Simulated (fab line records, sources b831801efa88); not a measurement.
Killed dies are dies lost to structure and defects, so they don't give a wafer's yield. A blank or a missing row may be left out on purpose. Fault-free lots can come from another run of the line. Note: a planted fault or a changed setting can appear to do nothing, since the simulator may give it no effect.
A struck lot beside a sound one / flow sky130 / 21 out of 708 route steps
Sound: wafers L401.4, L401.5, L401.6. Wafers L415.2, L415.5, L415.6 were the ones struck. The cause is given at the end.
At each step with rows: each side's tool, then ch and its chambers, then its first start. Under that, the readings that differ: sound wafers / struck wafers / difference of the means / sigmas: that difference in standard deviations of wafers without a fault.
alike: readings whose means differ by less than 2 such deviations, and words and numbers that are the same on both sides. not compared: withheld readings, readings that some wafer has no value for, bounds like >300 that may hide the same value, and numbers for which the record gives no deviation and whose values overlap.
Wherever a step has rows on one side only, a row that says differs or no value, or a row with sigmas, the two part there. Numbers that have no deviation but don't overlap get no sigmas and don't part them. A reading that every wafer of one side lacks parts them only if that side has two wafers or more.

SKY_SONOS_ONO_CD_MEAS_13 targets a cd of 410 nm.
  sound: cdSem-01 at day 12 08:58; struck: cdSem-02 at day 17 11:06
reading=cdNm (nm); sound=411.6 414.1 415.5; struck=407.8 407.9 409.5; difference=-5.3; sigmas=-2
SKY_SONOS_ONO_OVL_MEAS_14:
  sound: overlay-02 at day 12 09:03; struck: overlay-01 at day 17 11:13
  alike: SONOS_ONO_OVL
SKY_SONOS_ONO_ETCH_15: etches the open film in CHF3/O2, target depth 19.52 nm, time 7.8 s.
  sound on rieDiel-03 ch 2,3, day 12 09:04; struck on rieDiel-04 ch 1,2,3, day 17 11:14
  alike: drypumpMotorCurrentA, oesProductAu, rfFwdPowerW, throttleValvePct
  not compared: rfHoursCounterH
then, 1 step without rows for these wafers: SKY_SONOS_ONO_WET_ETCH_16 (etches SiO2 in dHF, target depth 14 nm, time 280 s).
SKY_SONOS_ONO_STRIP_17: strips in O2/N2.
  sound on plasmaAsher-04 ch 0,1, day 12 09:13; struck on plasmaAsher-04 ch 0,1, day 17 11:20
  alike: drypumpMotorCurrentA, oesProductAu, stripTimeToEndpointS
  not compared: rfHoursCounterH
then, 3 steps without rows for these wafers: SKY_SONOS_ONO_WET_ETCH_18 (etches Si3N4 in H3PO4, target depth 15 nm, time 172 s); SKY_GATE_OXIDE_CLEAN_00 (cleans in SC1/SC2, time 150 s); SKY_GATE_OXIDE_OXIDATION_01 (stabilise 600 s, purge 300 s, target thk 10.268 nm).
SKY_GATE_OXIDE_THK_MEAS_02:
  sound: filmMetro-02 at day 12 10:59; struck: filmMetro-04 at day 17 14:40
  alike: GATE_OXIDE_OXIDATION_00_THK
then, 3 steps without rows for these wafers: SKY_GATE_OXIDE_DEHYDRATE_03 (time 60 s); SKY_GATE_OXIDE_HMDS_04 (prime time 60 s); SKY_GATE_OXIDE_COAT_05 (resist thk 1140 nm).
SKY_GATE_OXIDE_SOFTBAKE_06: time 60 s.
  sound on lithoTrack-03 ch 0, day 12 23:02; struck on lithoTrack-03 ch 0, day 18 04:17
reading=heaterPowerTotalW (W); sound=56.68 56.62 56.58; struck=64.82 64.80 64.82; difference=+8.19; sigmas=+99 or more
reading=plateTempC (C); sound=89.98 89.87 90.01; struck=- - -; difference=no value on the struck wafers; sigmas=
reading=runLengthS (s); sound=89.02 89.17 89.14; struck=68.89 68.78 68.97; difference=-20.23; sigmas=-99 or more
then, 2 steps without rows for these wafers: SKY_GATE_OXIDE_EXPOSE_07 (exposes mask LVOM, target cd 600 nm); SKY_GATE_OXIDE_PEB_08.
SKY_GATE_OXIDE_DEVELOP_09: develop time 60 s.
  sound on lithoTrack-04 ch 0, day 13 11:43; struck on lithoTrack-04 ch 0, day 18 19:34
reading=model.NOVOLAK_of_GATE_OXIDE_COAT_05.thkNm (nm); sound=1144 1144 1145; struck=1153 1150 1152; difference=+7; sigmas=
SKY_GATE_OXIDE_OVL_MEAS_10:
  sound: overlay-02 at day 13 11:48; struck: overlay-01 at day 18 19:41
  alike: GATE_OXIDE_OVL
then, 2 steps without rows for these wafers: SKY_GATE_OXIDE_IMPLANT_11; SKY_GATE_OXIDE_WET_ETCH_12 (etches SiO2 in dHF, target depth 16.8 nm, time 336 s).
SKY_GATE_OXIDE_STRIP_13: strips in O2/N2.
  sound on plasmaAsher-03 ch 0,1, day 13 12:07; struck on plasmaAsher-03 ch 0,1, day 18 19:58
  alike: drypumpMotorCurrentA, oesProductAu, stripTimeToEndpointS
  not compared: rfHoursCounterH
SKY_GATE_OXIDE_TW_MEAS_14:
  sound: filmMetro-02 at day 13 12:13; struck: filmMetro-02 at day 18 20:05
reading=GATE_OXIDE_TW; sound=225.1 225.4 224.6; struck=229.6 227.1 227.4; difference=+3.0; sigmas=+2

## WHERE THEY PART
Earliest at SKY_SONOS_ONO_CD_MEAS_13; latest, in this record, at SKY_GATE_OXIDE_TW_MEAS_14.

WHY: what the simulator had put in
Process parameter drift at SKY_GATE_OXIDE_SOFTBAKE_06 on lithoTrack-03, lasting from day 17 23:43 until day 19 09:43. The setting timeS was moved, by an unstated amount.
